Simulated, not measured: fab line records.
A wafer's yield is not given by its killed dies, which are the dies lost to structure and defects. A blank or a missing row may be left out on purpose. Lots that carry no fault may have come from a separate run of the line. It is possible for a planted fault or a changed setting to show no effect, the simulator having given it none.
fab line records ; flow sky130
record lots=5; wafers=15; lastDay=50
route steps=708 shown VT_ADJUST_LVTN@104 VT_ADJUST_NCORE@119
lots with no fault: from the same line, run without faults
startH: the number of hours between the record's first day and the start of the first shown wafer of the lot ; waitH: hours from the lot's prior step to this one ; " same as the row above ; L1.1+2: a row that stands for several wafers ; - value missing, or start not given ; * or withheld: withheld ; < > ~ a bound
route shown NAME@n: a module of which the file shows steps, and the number in the route of the first ; usual: average and standard deviation across the fault-free wafers ; same: alike in all rows ; chamber/n: place in a boat ; sites: each site's reading ; _std_site: the values' standard deviation ; _edge_site: outer sites' mean less inner sites' ; radiusMm: for every site, how far away it sits from the centre of the wafer ; mask NAME#n: copy n ; behind: the last tool/chamber to shape the wafer ; hold: what put the lot on hold/how long, in hours/how the hold closed ; device: names the non-switching transistor (n, p or np) ; end of line: the route-end tests of the same wafers ; a step with no rows: only its recipe ; killed: dies lost to structure and defects at the first sort, not the wafer's yield ; map: dies across one wafer; x = killed, . = not, _ = none there
set.NAME: the run value of the setting; set.NAME@STEP: its run value at that earlier step ; model.NAME: the simulator's own value behind a step, which no gauge read
lots at selected steps of the route; one table per step, one row per wafer
services: the hour from which a tool's chamber was out of use, counted from the record's first day as startH (under 0 if before that day), plus the number of hours and why
## steps
# step SKY_VT_ADJUST_LVTN_OVL_MEAS_07
# usual VT_ADJUST_LVTN_OVL=0.2/1.4
lot.wafer;tool;chamber;startH;waitH;VT_ADJUST_LVTN_OVL[nm]
L075.2;overlay-02;-;150.71;-;0.1
L075.3;overlay-02;-;150.71;-;0.0
L075.6;overlay-02;-;150.71;-;1.7
L084.1;overlay-02;-;210.08;-;1.2
L084.3;overlay-02;-;210.08;-;1.5
L084.5;overlay-02;-;210.08;-;1.3
L087.4;overlay-01;-;225.15;-;0.0
L087.5;overlay-01;-;225.15;-;0.5
L087.6;overlay-01;-;225.15;-;0.3
L095.1;overlay-02;-;280.63;-;2.4
L095.3;overlay-02;-;280.63;-;-0.3
L095.6;overlay-02;-;280.63;-;1.4
L097.2;overlay-01;-;291.71;-;-1.4
L097.3;overlay-01;-;291.71;-;-0.8
L097.6;overlay-01;-;291.71;-;-2.1
# step SKY_VT_ADJUST_LVTN_IMPLANT_08
# recipe species=B; energyKev=30; doseCm2=1.57e+12; tiltDeg=withheld
lot.wafer;tool;chamber;startH;waitH
L075.2+3+6;implanter-02;0;150.76;0.0
L084.1+3+5;implanter-04;0;210.11;0.0
L087.4+5+6;implanter-03;0;225.31;0.2
L095.1+3+6;implanter-04;0;280.66;0.0
L097.2+3+6;implanter-04;0;291.77;0.0
# step SKY_VT_ADJUST_LVTN_STRIP_09
# recipe chemistry=O2/N2; powerW=1400; pressureMtorr=1500; platenTempC=withheld; o2FlowSccm=3000; n2FlowSccm=300; overashFraction=0.5
# usual drypumpMotorCurrentA=5.8/0.49; oesProductAu=0.722/0.0045; stripTimeToEndpointS=36.91/0.11
lot.wafer;tool;chamber;startH;waitH;drypumpMotorCurrentA;oesProductAu;rfHoursCounterH;stripTimeToEndpointS
L075.2;plasmaAsher-04;0;150.89;0.1;6.6;0.727;3;36.86
L075.3;plasmaAsher-04;0;150.89;0.1;6.6;0.718;-;37.05
L075.6;plasmaAsher-04;0;150.89;0.1;6.6;0.723;-;36.90
L084.1;plasmaAsher-01;0;210.26;0.1;6.1;0.720;54;36.78
L084.3;plasmaAsher-01;0;210.26;0.1;6.1;0.721;-;36.77
L084.5;plasmaAsher-01;1;210.26;0.1;5.7;0.723;-;36.78
L087.4;plasmaAsher-01;0;225.50;0.1;6.1;0.728;-;37.01
L087.5;plasmaAsher-01;0;225.50;0.1;6.1;0.721;-;36.97
L087.6;plasmaAsher-01;1;225.50;0.1;5.7;0.722;-;37.16
L095.1;plasmaAsher-01;0;280.81;0.1;6.1;0.725;60;36.93
L095.3;plasmaAsher-01;1;280.81;0.1;5.7;0.723;-;36.92
L095.6;plasmaAsher-01;1;280.81;0.1;5.7;0.716;-;36.87
L097.2;plasmaAsher-01;1;291.89;0.1;5.7;0.730;61;36.89
L097.3;plasmaAsher-01;1;291.89;0.1;5.7;0.721;-;36.97
L097.6;plasmaAsher-01;0;291.89;0.1;6.1;0.723;-;36.95
# step SKY_VT_ADJUST_LVTN_TW_MEAS_10
# usual VT_ADJUST_LVTN_TW=241.3/1.7
lot.wafer;tool;chamber;startH;waitH;VT_ADJUST_LVTN_TW
L075.2;filmMetro-02;-;151.00;0.1;243.8
L075.3;filmMetro-02;-;151.00;0.1;243.7
L075.6;filmMetro-02;-;151.00;0.1;243.6
L084.1;filmMetro-01;-;210.36;0.1;242.1
L084.3;filmMetro-01;-;210.36;0.1;240.7
L084.5;filmMetro-01;-;210.36;0.1;240.2
L087.4;filmMetro-01;-;225.59;0.1;240.5
L087.5;filmMetro-01;-;225.59;0.1;241.9
L087.6;filmMetro-01;-;225.59;0.1;240.9
L095.1;filmMetro-03;-;280.91;0.1;241.7
L095.3;filmMetro-03;-;280.91;0.1;239.8
L095.6;filmMetro-03;-;280.91;0.1;241.8
L097.2;filmMetro-02;-;292.00;0.1;244.5
L097.3;filmMetro-02;-;292.00;0.1;242.8
L097.6;filmMetro-02;-;292.00;0.1;242.7
# step SKY_VT_ADJUST_LVTN_DEHYDRATE_11
# recipe tempC=200; timeS=60
lot.wafer;tool;chamber;startH;waitH
L075.2+3+6;lithoTrack-01;0;160.58;9.6
L084.1+3+5;lithoTrack-04;0;221.08;10.7
L087.4+5+6;lithoTrack-03;0;235.98;10.4
L095.1+3+6;lithoTrack-03;0;293.06;12.1
L097.2+3+6;lithoTrack-03;0;304.38;12.4
# step SKY_VT_ADJUST_LVTN_HMDS_12
# recipe primeTimeS=60; primeTempC=120
# usual primeTempC=120.01/0.12
lot.wafer;tool;chamber;startH;waitH;primeTempC
L075.2;lithoTrack-01;0;160.73;0.1;120.04
L075.3;lithoTrack-01;0;160.73;0.1;119.74
L075.6;lithoTrack-01;0;160.73;0.1;119.95
L084.1;lithoTrack-04;0;221.23;0.1;119.85
L084.3;lithoTrack-04;0;221.23;0.1;119.96
L084.5;lithoTrack-04;0;221.23;0.1;120.25
L087.4;lithoTrack-03;0;236.13;0.1;119.88
L087.5;lithoTrack-03;0;236.13;0.1;120.02
L087.6;lithoTrack-03;0;236.13;0.1;119.89
L095.1;lithoTrack-03;0;293.21;0.1;120.00
L095.3;lithoTrack-03;0;293.21;0.1;119.96
L095.6;lithoTrack-03;0;293.21;0.1;120.08
L097.2;lithoTrack-03;0;304.53;0.1;119.85
L097.3;lithoTrack-03;0;304.53;0.1;120.01
L097.6;lithoTrack-03;0;304.53;0.1;119.99
# step SKY_VT_ADJUST_LVTN_COAT_13
# recipe resist=NOVOLAK; spinRpm=3000; resistThkNm=1140
lot.wafer;tool;chamber;startH;waitH
L075.2+3+6;lithoTrack-01;0;160.88;0.1
L084.1+3+5;lithoTrack-04;0;221.38;0.1
L087.4+5+6;lithoTrack-03;0;236.28;0.1
L095.1+3+6;lithoTrack-03;0;293.36;0.1
L097.2+3+6;lithoTrack-03;0;304.68;0.1
# step SKY_VT_ADJUST_LVTN_SOFTBAKE_14
# recipe tempC=90; timeS=60; resist=NOVOLAK
lot.wafer;tool;chamber;startH;waitH
L075.2+3+6;lithoTrack-01;0;161.03;0.1
L084.1+3+5;lithoTrack-04;0;221.53;0.1
L087.4+5+6;lithoTrack-03;0;236.43;0.1
L095.1+3+6;lithoTrack-03;0;293.51;0.1
L097.2+3+6;lithoTrack-03;0;304.83;0.1
# step SKY_VT_ADJUST_LVTN_EXPOSE_15
# recipe maskId=HVN_STD_DERIVED; na=0.6; sourceShape=conventional; sigmaOuter=0.6; polarization=unpolarized; targetCdNm=600; doseMj=163
# usual exposureDoseMJCm2=163.03/0.15
lot.wafer;tool;chamber;startH;waitH;mask;exposureDoseMJCm2
L075.2;ilineStepper-01;0;-;-;HVN_STD_DERIVED#0;162.84
L075.3;ilineStepper-01;0;-;-;HVN_STD_DERIVED#0;162.79
L075.6;ilineStepper-01;0;-;-;HVN_STD_DERIVED#0;163.00
L084.1;ilineStepper-01;0;-;-;HVN_STD_DERIVED#0;163.15
L084.3;ilineStepper-01;0;-;-;HVN_STD_DERIVED#0;163.04
L084.5;ilineStepper-01;0;-;-;HVN_STD_DERIVED#0;163.17
L087.4;ilineStepper-01;0;-;-;HVN_STD_DERIVED#0;162.89
L087.5;ilineStepper-01;0;-;-;HVN_STD_DERIVED#0;162.92
L087.6;ilineStepper-01;0;-;-;HVN_STD_DERIVED#0;162.68
L095.1;ilineStepper-01;0;-;-;HVN_STD_DERIVED#0;162.92
L095.3;ilineStepper-01;0;-;-;HVN_STD_DERIVED#0;163.04
L095.6;ilineStepper-01;0;-;-;HVN_STD_DERIVED#0;163.19
L097.2;ilineStepper-01;0;-;-;HVN_STD_DERIVED#0;162.79
L097.3;ilineStepper-01;0;-;-;HVN_STD_DERIVED#0;163.04
L097.6;ilineStepper-01;0;-;-;HVN_STD_DERIVED#0;163.27
# step SKY_VT_ADJUST_LVTN_PEB_16
# recipe tempC=withheld; timeS=*; resist=NOVOLAK
lot.wafer;tool;chamber;startH;waitH
L075.2+3+6;lithoTrack-04;0;-;-
L084.1+3+5;lithoTrack-03;0;-;-
L087.4+5+6;lithoTrack-03;0;-;-
L095.1+3+6;lithoTrack-01;0;-;-
L097.2+3+6;lithoTrack-04;0;-;-
# step SKY_VT_ADJUST_LVTN_DEVELOP_17
# recipe resist=NOVOLAK; developer=TMAH; developTimeS=60; devTempC=23
lot.wafer;tool;chamber;startH;waitH
L075.2+3+6;lithoTrack-04;0;170.60;0.1
L084.1+3+5;lithoTrack-03;0;232.61;0.1
L087.4+5+6;lithoTrack-03;0;247.18;0.1
L095.1+3+6;lithoTrack-01;0;306.40;0.1
L097.2+3+6;lithoTrack-04;0;317.95;0.1
# step SKY_VT_ADJUST_LVTN_OVL_MEAS_18
# usual VT_ADJUST_LVTN_01_OVL=-0.3/1.4
lot.wafer;tool;chamber;startH;waitH;VT_ADJUST_LVTN_01_OVL[nm]
L075.2;overlay-02;-;170.73;0.1;-1.7
L075.3;overlay-02;-;170.73;0.1;-1.9
L075.6;overlay-02;-;170.73;0.1;-1.0
L084.1;overlay-01;-;232.76;0.1;-0.2
L084.3;overlay-01;-;232.76;0.1;0.2
L084.5;overlay-01;-;232.76;0.1;1.2
L087.4;overlay-01;-;247.28;0.1;-1.4
L087.5;overlay-01;-;247.28;0.1;0.3
L087.6;overlay-01;-;247.28;0.1;0.3
L095.1;overlay-01;-;306.55;0.1;-2.3
L095.3;overlay-01;-;306.55;0.1;-0.9
L095.6;overlay-01;-;306.55;0.1;-1.2
L097.2;overlay-02;-;318.08;0.1;-3.3
L097.3;overlay-02;-;318.08;0.1;-2.2
L097.6;overlay-02;-;318.08;0.1;-2.9
# step SKY_VT_ADJUST_LVTN_IMPLANT_19
# recipe species=B; energyKev=30; doseCm2=6.5e+11; tiltDeg=withheld
lot.wafer;tool;chamber;startH;waitH
L075.2+3+6;implanter-03;0;170.79;0.0
L084.1+3+5;implanter-03;0;232.79;0.0
L087.4+5+6;implanter-02;0;247.37;0.1
L095.1+3+6;implanter-02;0;306.59;0.0
L097.2+3+6;implanter-02;0;318.14;0.0
# step SKY_VT_ADJUST_LVTN_STRIP_20
# recipe chemistry=O2/N2; powerW=1400; pressureMtorr=1500; platenTempC=withheld; o2FlowSccm=3000; n2FlowSccm=300; overashFraction=0.5
# usual drypumpMotorCurrentA=5.9/0.51; oesProductAu=0.716/0.004; stripTimeToEndpointS=14.18/0.045
lot.wafer;tool;chamber;startH;waitH;drypumpMotorCurrentA;oesProductAu;rfHoursCounterH;stripTimeToEndpointS
L075.2;plasmaAsher-01;0;170.91;0.1;6.1;0.721;50;14.12
L075.3;plasmaAsher-01;1;170.91;0.1;5.7;0.715;-;14.15
L075.6;plasmaAsher-01;1;170.91;0.1;5.7;0.709;-;14.10
L084.1;plasmaAsher-01;1;232.94;0.1;5.7;0.710;56;14.18
L084.3;plasmaAsher-01;0;232.94;0.1;6.1;0.719;-;14.20
L084.5;plasmaAsher-01;1;232.94;0.1;5.7;0.714;-;14.22
L087.4;plasmaAsher-04;0;247.48;0.1;6.6;0.715;-;14.15
L087.5;plasmaAsher-04;0;247.48;0.1;6.6;0.722;-;14.18
L087.6;plasmaAsher-04;1;247.48;0.1;5.5;0.718;-;14.10
L095.1;plasmaAsher-04;1;306.74;0.1;5.5;0.718;19;14.22
L095.3;plasmaAsher-04;1;306.74;0.1;5.5;0.714;-;14.27
L095.6;plasmaAsher-04;0;306.74;0.1;6.6;0.716;-;14.20
L097.2;plasmaAsher-02;0;318.26;0.1;4.9;0.710;51;14.26
L097.3;plasmaAsher-02;1;318.26;0.1;6.2;0.725;-;14.21
L097.6;plasmaAsher-02;1;318.26;0.1;6.2;0.718;-;14.25
# step SKY_VT_ADJUST_LVTN_TW_MEAS_21
# usual VT_ADJUST_LVTN_2_TW=188.1/1.4
lot.wafer;tool;chamber;startH;waitH;VT_ADJUST_LVTN_2_TW
L075.2;filmMetro-01;-;171.02;0.1;187.4
L075.3;filmMetro-01;-;171.02;0.1;188.7
L075.6;filmMetro-01;-;171.02;0.1;187.3
L084.1;filmMetro-02;-;233.04;0.1;188.7
L084.3;filmMetro-02;-;233.04;0.1;189.5
L084.5;filmMetro-02;-;233.04;0.1;189.8
L087.4;filmMetro-02;-;247.57;0.1;191.0
L087.5;filmMetro-02;-;247.57;0.1;190.6
L087.6;filmMetro-02;-;247.57;0.1;190.4
L095.1;filmMetro-02;-;306.84;0.1;189.8
L095.3;filmMetro-02;-;306.84;0.1;189.0
L095.6;filmMetro-02;-;306.84;0.1;190.1
L097.2;filmMetro-03;-;318.37;0.1;185.9
L097.3;filmMetro-03;-;318.37;0.1;186.7
L097.6;filmMetro-03;-;318.37;0.1;186.9
# step SKY_VT_ADJUST_NCORE_DEHYDRATE_00
# recipe tempC=200; timeS=60
lot.wafer;tool;chamber;startH;waitH
L075.2+3+6;lithoTrack-02;0;181.36;10.3
L084.1+3+5;lithoTrack-04;0;243.13;10.1
L087.4+5+6;lithoTrack-02;0;259.66;12.1
L095.1+3+6;lithoTrack-02;0;319.69;12.8
L097.2+3+6;lithoTrack-02;0;331.26;12.9
# step SKY_VT_ADJUST_NCORE_HMDS_01
# recipe primeTimeS=60; primeTempC=120
# usual primeTempC=119.99/0.12
lot.wafer;tool;chamber;startH;waitH;primeTempC
L075.2;lithoTrack-02;0;181.51;0.1;120.28
L075.3;lithoTrack-02;0;181.51;0.1;120.01
L075.6;lithoTrack-02;0;181.51;0.1;120.16
L084.1;lithoTrack-04;0;243.28;0.1;120.19
L084.3;lithoTrack-04;0;243.28;0.1;120.26
L084.5;lithoTrack-04;0;243.28;0.1;120.18
L087.4;lithoTrack-02;0;259.81;0.1;119.90
L087.5;lithoTrack-02;0;259.81;0.1;120.19
L087.6;lithoTrack-02;0;259.81;0.1;120.13
L095.1;lithoTrack-02;0;319.84;0.1;120.17
L095.3;lithoTrack-02;0;319.84;0.1;119.86
L095.6;lithoTrack-02;0;319.84;0.1;119.78
L097.2;lithoTrack-02;0;331.41;0.1;119.87
L097.3;lithoTrack-02;0;331.41;0.1;119.87
L097.6;lithoTrack-02;0;331.41;0.1;119.70
# step SKY_VT_ADJUST_NCORE_COAT_02
# recipe resist=NOVOLAK; spinRpm=3000; resistThkNm=1140
lot.wafer;tool;chamber;startH;waitH
L075.2+3+6;lithoTrack-02;0;181.66;0.1
L084.1+3+5;lithoTrack-04;0;243.43;0.1
L087.4+5+6;lithoTrack-02;0;259.96;0.1
L095.1+3+6;lithoTrack-02;0;319.99;0.1
L097.2+3+6;lithoTrack-02;0;331.56;0.1
# step SKY_VT_ADJUST_NCORE_SOFTBAKE_03
# recipe tempC=90; timeS=60; resist=NOVOLAK
lot.wafer;tool;chamber;startH;waitH
L075.2+3+6;lithoTrack-02;0;181.81;0.1
L084.1+3+5;lithoTrack-04;0;243.58;0.1
L087.4+5+6;lithoTrack-02;0;260.11;0.1
L095.1+3+6;lithoTrack-02;0;320.14;0.1
L097.2+3+6;lithoTrack-02;0;331.71;0.1
# step SKY_VT_ADJUST_NCORE_EXPOSE_04
# recipe maskId=LVTN_COMPLEMENT_THIN; na=0.6; sourceShape=conventional; sigmaOuter=0.6; polarization=unpolarized; targetCdNm=380; doseMj=139
# usual exposureDoseMJCm2=139.01/0.13
lot.wafer;tool;chamber;startH;waitH;mask;exposureDoseMJCm2
L075.2;ilineStepper-02;0;-;-;LVTN_COMPLEMENT_THIN#0;138.89
L075.3;ilineStepper-02;0;-;-;LVTN_COMPLEMENT_THIN#0;139.04
L075.6;ilineStepper-02;0;-;-;LVTN_COMPLEMENT_THIN#0;138.82
L084.1;ilineStepper-01;0;-;-;LVTN_COMPLEMENT_THIN#0;139.36
L084.3;ilineStepper-01;0;-;-;LVTN_COMPLEMENT_THIN#0;139.07
L084.5;ilineStepper-01;0;-;-;LVTN_COMPLEMENT_THIN#0;139.22
L087.4;ilineStepper-01;0;-;-;LVTN_COMPLEMENT_THIN#0;139.08
L087.5;ilineStepper-01;0;-;-;LVTN_COMPLEMENT_THIN#0;139.03
L087.6;ilineStepper-01;0;-;-;LVTN_COMPLEMENT_THIN#0;138.99
L095.1;ilineStepper-01;0;-;-;LVTN_COMPLEMENT_THIN#0;139.22
L095.3;ilineStepper-01;0;-;-;LVTN_COMPLEMENT_THIN#0;139.19
L095.6;ilineStepper-01;0;-;-;LVTN_COMPLEMENT_THIN#0;139.07
L097.2;ilineStepper-01;0;-;-;LVTN_COMPLEMENT_THIN#0;139.01
L097.3;ilineStepper-01;0;-;-;LVTN_COMPLEMENT_THIN#0;139.01
L097.6;ilineStepper-01;0;-;-;LVTN_COMPLEMENT_THIN#0;139.05
# step SKY_VT_ADJUST_NCORE_PEB_05
# recipe tempC=withheld; timeS=*; resist=NOVOLAK
lot.wafer;tool;chamber;startH;waitH
L075.2+3+6;lithoTrack-01;0;-;-
L084.1+3+5;lithoTrack-02;0;-;-
L087.4+5+6;lithoTrack-01;0;-;-
L095.1+3+6;lithoTrack-02;0;-;-
L097.2+3+6;lithoTrack-04;0;-;-
# step SKY_VT_ADJUST_NCORE_DEVELOP_06
# recipe resist=NOVOLAK; developer=TMAH; developTimeS=60; devTempC=23
lot.wafer;tool;chamber;startH;waitH
L075.2+3+6;lithoTrack-01;0;191.88;0.1
L084.1+3+5;lithoTrack-02;0;255.84;0.1
L087.4+5+6;lithoTrack-01;0;272.43;0.1
L095.1+3+6;lithoTrack-02;0;333.74;0.1
L097.2+3+6;lithoTrack-04;0;345.15;0.1
# step SKY_VT_ADJUST_NCORE_CD_MEAS_07
# recipe targetCdNm=380
# usual cdNm=379.5/2.5
lot.wafer;tool;chamber;startH;waitH;cdNm
L075.2;cdSem-01;-;192.02;0.1;381.2
L075.3;cdSem-01;-;192.02;0.1;382.0
L075.6;cdSem-01;-;192.02;0.1;379.5
L084.1;cdSem-01;-;255.99;0.1;382.1
L084.3;cdSem-01;-;255.99;0.1;383.5
L084.5;cdSem-01;-;255.99;0.1;384.1
L087.4;cdSem-01;-;272.56;0.1;381.5
L087.5;cdSem-01;-;272.56;0.1;380.9
L087.6;cdSem-01;-;272.56;0.1;382.6
L095.1;cdSem-02;-;333.89;0.1;380.9
L095.3;cdSem-02;-;333.89;0.1;381.3
L095.6;cdSem-02;-;333.89;0.1;381.3
L097.2;cdSem-01;-;345.30;0.1;376.1
L097.3;cdSem-01;-;345.30;0.1;376.1
L097.6;cdSem-01;-;345.30;0.1;377.6
# step SKY_VT_ADJUST_NCORE_OVL_MEAS_08
# usual VT_ADJUST_NCORE_OVL=-2.0/1.2
lot.wafer;tool;chamber;startH;waitH;VT_ADJUST_NCORE_OVL[nm]
L075.2;overlay-01;-;192.13;0.1;-3.5
L075.3;overlay-01;-;192.13;0.1;-3.6
L075.6;overlay-01;-;192.13;0.1;-3.9
L084.1;overlay-01;-;256.11;0.1;-3.1
L084.3;overlay-01;-;256.11;0.1;-1.3
L084.5;overlay-01;-;256.11;0.1;-2.0
L087.4;overlay-02;-;272.64;0.1;-1.8
L087.5;overlay-02;-;272.64;0.1;-4.3
L087.6;overlay-02;-;272.64;0.1;-4.0
L095.1;overlay-01;-;334.01;0.1;-2.5
L095.3;overlay-01;-;334.01;0.1;-3.2
L095.6;overlay-01;-;334.01;0.1;-3.9
L097.2;overlay-01;-;345.40;0.1;-2.2
L097.3;overlay-01;-;345.40;0.1;-0.5
L097.6;overlay-01;-;345.40;0.1;-2.2
# step SKY_VT_ADJUST_NCORE_IMPLANT_09
# recipe species=B; energyKev=10; doseCm2=2.4e+12; tiltDeg=withheld
lot.wafer;tool;chamber;startH;waitH
L075.2+3+6;implanter-03;0;192.18;0.0
L084.1+3+5;implanter-03;0;256.14;0.0
L087.4+5+6;implanter-04;0;272.73;0.1
L095.1+3+6;implanter-01;0;334.04;0.0
L097.2+3+6;implanter-03;0;345.46;0.0
# step SKY_VT_ADJUST_NCORE_STRIP_10
# recipe chemistry=O2/N2; powerW=1400; pressureMtorr=1500; platenTempC=withheld; o2FlowSccm=3000; n2FlowSccm=300; overashFraction=0.5
# usual drypumpMotorCurrentA=5.5/0.47; oesProductAu=0.716/0.0043; stripTimeToEndpointS=14.20/0.04
lot.wafer;tool;chamber;startH;waitH;drypumpMotorCurrentA;oesProductAu;rfHoursCounterH;stripTimeToEndpointS
L075.2;plasmaAsher-03;0;192.31;0.1;5.3;0.721;46;14.17
L075.3;plasmaAsher-03;1;192.31;0.1;5.2;0.714;-;14.18
L075.6;plasmaAsher-03;1;192.31;0.1;5.2;0.717;-;14.18
L084.1;plasmaAsher-02;0;256.29;0.1;4.9;0.708;45;14.17
L084.3;plasmaAsher-02;0;256.29;0.1;4.9;0.719;-;14.21
L084.5;plasmaAsher-02;1;256.29;0.1;6.2;0.715;-;14.17
L087.4;plasmaAsher-03;1;272.84;0.1;5.2;0.719;-;14.28
L087.5;plasmaAsher-03;0;272.84;0.1;5.3;0.716;-;14.25
L087.6;plasmaAsher-03;1;272.84;0.1;5.2;0.710;-;14.23
L095.1;plasmaAsher-01;1;334.19;0.1;5.7;0.713;65;14.16
L095.3;plasmaAsher-01;0;334.19;0.1;6.1;0.719;-;14.15
L095.6;plasmaAsher-01;0;334.19;0.1;6.1;0.714;-;14.17
L097.2;plasmaAsher-03;0;345.58;0.1;5.3;0.711;60;14.14
L097.3;plasmaAsher-03;0;345.58;0.1;5.3;0.717;-;14.17
L097.6;plasmaAsher-03;0;345.58;0.1;5.3;0.718;-;14.19
# step SKY_VT_ADJUST_NCORE_TW_MEAS_11
# usual VT_ADJUST_NCORE_TW=218.9/1.9
lot.wafer;tool;chamber;startH;waitH;VT_ADJUST_NCORE_TW
L075.2;filmMetro-01;-;192.42;0.1;218.9
L075.3;filmMetro-01;-;192.42;0.1;220.3
L075.6;filmMetro-01;-;192.42;0.1;219.0
L084.1;filmMetro-01;-;256.39;0.1;217.6
L084.3;filmMetro-01;-;256.39;0.1;218.4
L084.5;filmMetro-01;-;256.39;0.1;217.3
L087.4;filmMetro-01;-;272.94;0.1;218.4
L087.5;filmMetro-01;-;272.94;0.1;218.3
L087.6;filmMetro-01;-;272.94;0.1;217.9
L095.1;filmMetro-02;-;334.29;0.1;219.7
L095.3;filmMetro-02;-;334.29;0.1;220.6
L095.6;filmMetro-02;-;334.29;0.1;220.4
L097.2;filmMetro-02;-;345.69;0.1;220.3
L097.3;filmMetro-02;-;345.69;0.1;221.1
L097.6;filmMetro-02;-;345.69;0.1;218.8
## services
tool;chamber;startH;hours;kind
ilineStepper-02;-;132.06;1.7;pm
implanter-01;-;133.50;16.3;pm
plasmaAsher-01;-;137.87;3.3;repair
ilineStepper-02;-;139.80;4.4;pm
implanter-04;-;152.97;2.3;repair
implanter-04;-;155.06;1.6;repair
implanter-03;-;156.45;1.9;repair
ilineStepper-01;-;167.38;1.7;pm
implanter-01;-;173.06;1.4;repair
ilineStepper-01;-;194.69;2.1;pm
ilineStepper-01;-;196.78;-;consumableReplace:lamp
ilineStepper-01;0;200.83;-;calibration
implanter-03;-;203.35;2.9;repair
ilineStepper-01;-;222.72;6.3;repair
ilineStepper-02;0;225.52;-;calibration
plasmaAsher-03;-;247.85;0.8;repair
implanter-01;-;250.15;2.7;repair
plasmaAsher-03;-;271.01;0.4;repair
implanter-03;-;312.27;2.4;repair
plasmaAsher-02;-;323.51;1.4;repair
implanter-01;-;325.64;3.7;repair
implanter-01;-;336.38;9.3;repair
plasmaAsher-02;-;340.82;8.3;repair
## key
fault none
